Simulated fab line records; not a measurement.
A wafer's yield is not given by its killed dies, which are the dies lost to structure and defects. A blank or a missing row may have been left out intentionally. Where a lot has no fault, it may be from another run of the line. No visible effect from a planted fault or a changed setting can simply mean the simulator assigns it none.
A struck lot beside a sound one :: flow sky130 :: 33 out of 708 route steps
Sound: the wafers L913.2, L913.3, L913.4. Wafers struck: L929.2, L929.4, L929.5. The cause is named last.
Per side, at each step with rows, come the tool, then ch with its chambers, and then its first start. Under that, the readings that differ: sound wafers :: struck wafers :: difference of the means :: sigmas: that difference in standard deviations of wafers without a fault.
alike: readings with means less than 2 such deviations apart, plus words and numbers identical on both sides. not compared: withheld readings, readings lacking a value on some wafer, bounds such as >300 that could conceal the same value, and numbers that have no deviation in the record and whose values overlap.
Wherever a step has rows on one side only, a row that says differs or no value, or a row with sigmas, the two part there. Numbers that have no deviation but don't overlap get no sigmas and don't part them. A reading missing from all wafers of one side parts the sides only when that side holds two or more wafers.

first, 9 steps without rows for these wafers: SKY_METAL1_DEVELOP_14 (develop time 60 s); SKY_METAL1_DESCUM_17 (chemistry O2, time 8 s); SKY_METAL1_ETCH_18 (etches BARC in N2/H2, stops on SiO2, time 45.9 s, target depth 60 nm); SKY_METAL1_METAL_ETCH_19 (etches the open film in Cl2/BCl3, stops on SiO2, target depth 360 nm, time 78 s); SKY_METAL1_STRIP_20 (strips in O2/N2); SKY_METAL1_STRIP_21 (strips in post etch residue remover, time 1200 s); SKY_METAL1_CLEAN_22 (cleans in IPA, time 180 s); SKY_METAL1_CLEAN_23 (cleans in O3/DIW); SKY_VIA1_HDPCVD_00 (deposits SiO2, target thk 1030 nm, time 171.7 s).
SKY_VIA1_CMP_02: polishes SiO2.
  sound on cmp-01 ch 0,2,3, day 33 09:31; struck on cmp-01 ch 0,2, day 38 09:17
  alike: motor_current_A, retaining_ring_pressure_frac
then, 22 steps without rows for these wafers: SKY_VIA1_DEHYDRATE_04 (time 60 s); SKY_VIA1_HMDS_05 (prime time 60 s); SKY_VIA1_COAT_06 (resist thk 60 nm); SKY_VIA1_COAT_07 (resist thk 450 nm); SKY_VIA1_SOFTBAKE_08 (time 90 s); SKY_VIA1_EXPOSE_09 (exposes mask VIM, target cd 150 nm); SKY_VIA1_PEB_10; SKY_VIA1_DEVELOP_11 (develop time 60 s); SKY_VIA1_ETCH_14 (etches BARC in N2/H2, stops on SiO2, time 45.9 s, target depth 60 nm); SKY_VIA1_ETCH_15 (etches SiO2 in C4F8/O2/Ar, stops on TiN, target depth 351 nm, time 54 s); SKY_VIA1_STRIP_16 (strips in O2/N2); SKY_VIA1_STRIP_17 (strips in post etch residue remover, time 1200 s); SKY_VIA1_CLEAN_18 (cleans in IPA, time 180 s); SKY_VIA1_CLEAN_19 (cleans in O3/DIW); SKY_VIA1_SPUTTER_20 (material TiN, target thk 20 nm, time 80 s); SKY_VIA1_CVD_21 (deposits W, target thk 270 nm, time 80.902 s); SKY_VIA1_CMP_24 (polishes, stops on SiO2, t overpolish 15 s, target thk 0 nm); SKY_METAL2_SPUTTER_00 (material Ti, target thk 15 nm, time 10 s); SKY_METAL2_SPUTTER_01 (material TiN, target thk 20 nm, time 16.7 s); SKY_METAL2_SPUTTER_02 (material AlCu, target thk 250 nm, time 13.3 s); SKY_METAL2_SPUTTER_03 (material Ti, target thk 5 nm, time 3.3 s); SKY_METAL2_SPUTTER_04 (material TiN, target thk 70 nm, time 55.43 s).
-- the record jumps here: 12 days lie between the struck wafers' starts before and after (it left off in module METAL2 and takes up again in module PAD_OPEN, whose first step shown is number 708 of the route) --
SKY_PAD_OPEN_PROBE_99:
  sound on prober-01 at day 46 07:30; struck on prober-01 at day 49 21:51
reading: hold
sound: - - -
struck: await_dispo/1.8h/release await_dispo/1.8h/release await_dispo/1.8h/release
difference: no value on the sound wafers
sigmas: 

reading: defect_limited_yield (%)
sound: 82.3 82.1 84.8
struck: 27.8 24.0 26.0
difference: -57.1
sigmas: -32

reading: killed_at_M0_to_M3
sound: 47 31 38
struck: 327 343 333
difference: +296
sigmas: +41

reading: killed_dies
sound: 87 88 75
struck: 355 374 364
difference: +281
sigmas: +31

reading: killed_on_rim
sound: 19 14 13
struck: 61 72 75
difference: +54
sigmas: +16

reading: killed_open
sound: 44 55 33
struck: 28 30 28
difference: -15
sigmas: -2

reading: killed_short
sound: 42 33 42
struck: 25 21 25
difference: -15
sigmas: -3

reading: sort_bin_3_pad_short (%)
sound: 1.0 1.0 2.0
struck: 8.3 5.9 6.7
difference: +5.6
sigmas: +14

reading: sort_bin_5_function (%)
sound: 11.0 10.8 7.7
struck: 49.2 53.3 52.0
difference: +41.7
sigmas: +32

reading: sort_bin_6_memory (%)
sound: 5.7 6.1 5.5
struck: 14.6 16.9 15.2
difference: +9.8
sigmas: +8

reading: sort_n_pass
sound: 405 404 417
struck: 137 118 128
difference: -281
sigmas: -31

reading: sort_yield_pct (%)
sound: 82.3 82.1 84.8
struck: 27.8 24.0 26.0
difference: -57.1
sigmas: -32

reading: model.etest.tester.sort_n_pass
sound: 405 404 417
struck: 137 118 128
difference: -281
sigmas: 

reading: model.etest.tester.sort_yield_pct (%)
sound: 82.32 82.11 84.76
struck: 27.85 23.98 26.02
difference: -57.11
sigmas: 

reading: model.etest.tester.sort_bin_5_pct (%)
sound: 10.98 10.77 7.724
struck: 49.19 53.25 52.03
difference: +41.67
sigmas: 

reading: model.etest.tester.sort_bin_6_pct (%)
sound: 5.691 6.098 5.488
struck: 14.63 16.87 15.24
difference: +9.82
sigmas: 

reading: model.etest.tester.sort_bin_3_pct (%)
sound: 1.016 1.016 2.033
struck: 8.333 5.894 6.707
difference: +5.623
sigmas: 
  alike: killed_at_M4_up, killed_at_contacts, killed_at_front_end, killed_at_other

WHERE THEY PART
SKY_PAD_OPEN_PROBE_99 only, going by this record.

WHY: whatever the simulator had introduced
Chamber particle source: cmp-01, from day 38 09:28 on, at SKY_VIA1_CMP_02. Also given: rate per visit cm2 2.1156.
